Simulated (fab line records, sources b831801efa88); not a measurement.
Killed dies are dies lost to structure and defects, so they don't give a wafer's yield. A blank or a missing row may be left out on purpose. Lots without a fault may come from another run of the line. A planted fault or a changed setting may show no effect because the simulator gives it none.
A struck lot beside a sound one | flow sky130 | 14 steps out of a route of 708
Sound: wafers L759.3, L759.5, L759.6. Struck: wafers L755.1, L755.4, L755.5. The cause comes at the end.
At each step with rows: each side's tool, then ch and its chambers, then its first start. Under that, the readings that differ: sound wafers | struck wafers | difference of the means | sigmas: that difference in standard deviations of wafers without a fault.
alike: readings whose means differ by less than 2 such deviations, and words and numbers that are the same on both sides. not compared: withheld readings, readings that some wafer has no value for, bounds like >300 that may hide the same value, and numbers for which the record gives no deviation and whose values overlap.
The two part at a step that has a row with sigmas, a row that says differs or no value, or rows on one side only. Numbers that don't overlap but have no deviation are shown without sigmas and don't part them. A reading that every wafer of one side lacks parts them only if that side has two wafers or more.

first, 1 step without rows for these wafers: SKY_SONOS_ONO_OXIDATION_00 (stabilise 600 s, purge 300 s, target thk 2.6 nm).
SKY_SONOS_ONO_THK_MEAS_01:
  sound on film_metro-01, day 18 12:05; struck on film_metro-02, day 17 03:43
  alike: SONOS_ONO_OXIDATION_THK
then, 1 step without rows for these wafers: SKY_SONOS_ONO_CVD_02 (deposits Si3N4 from DCS/NH3, target thk 10.5 nm, time 180 s).
SKY_SONOS_ONO_THK_MEAS_03:
  sound on film_metro-03, day 18 13:11; struck on film_metro-02, day 17 04:49
  alike: SONOS_ONO_CVD_02_THK
then, 1 step without rows for these wafers: SKY_SONOS_ONO_CVD_04 (deposits SiO2 from SiH4/N2O, target thk 5.7199 nm).
SKY_SONOS_ONO_THK_MEAS_05:
  sound on film_metro-01, day 18 14:41; struck on film_metro-01, day 17 06:08
  alike: SONOS_ONO_CVD_04_THK
then, 6 steps without rows for these wafers: SKY_SONOS_ONO_DEHYDRATE_06 (time 60 s); SKY_SONOS_ONO_HMDS_07 (prime time 60 s); SKY_SONOS_ONO_COAT_08 (resist thk 1140 nm); SKY_SONOS_ONO_SOFTBAKE_09 (time 60 s); SKY_SONOS_ONO_EXPOSE_10 (exposes mask ONOM, target cd 410 nm); SKY_SONOS_ONO_PEB_11.
SKY_SONOS_ONO_DEVELOP_12: develop time 60 s.
  sound on litho_track-03 ch 0, day 19 21:20; struck on litho_track-04, day 18 11:07
  no value came back on the struck wafers for chill_plate_temp_C (C), develop_time_s (s); on the sound wafers chill_plate_temp_C (C) reads 22.97 23.18 22.95
SKY_SONOS_ONO_CD_MEAS_13: target cd 410 nm.
  sound on cd_sem-01, day 19 21:28; struck on cd_sem-02, day 18 11:16
  reading    | sound             | struck | difference                    | sigmas
  cd_nm (nm) | 411.6 412.2 409.4 | - - -  | no value on the struck wafers |

WHERE THEY PART
First at SKY_SONOS_ONO_DEVELOP_12; last, within this record, at SKY_SONOS_ONO_CD_MEAS_13.

WHY: what the simulator had put in
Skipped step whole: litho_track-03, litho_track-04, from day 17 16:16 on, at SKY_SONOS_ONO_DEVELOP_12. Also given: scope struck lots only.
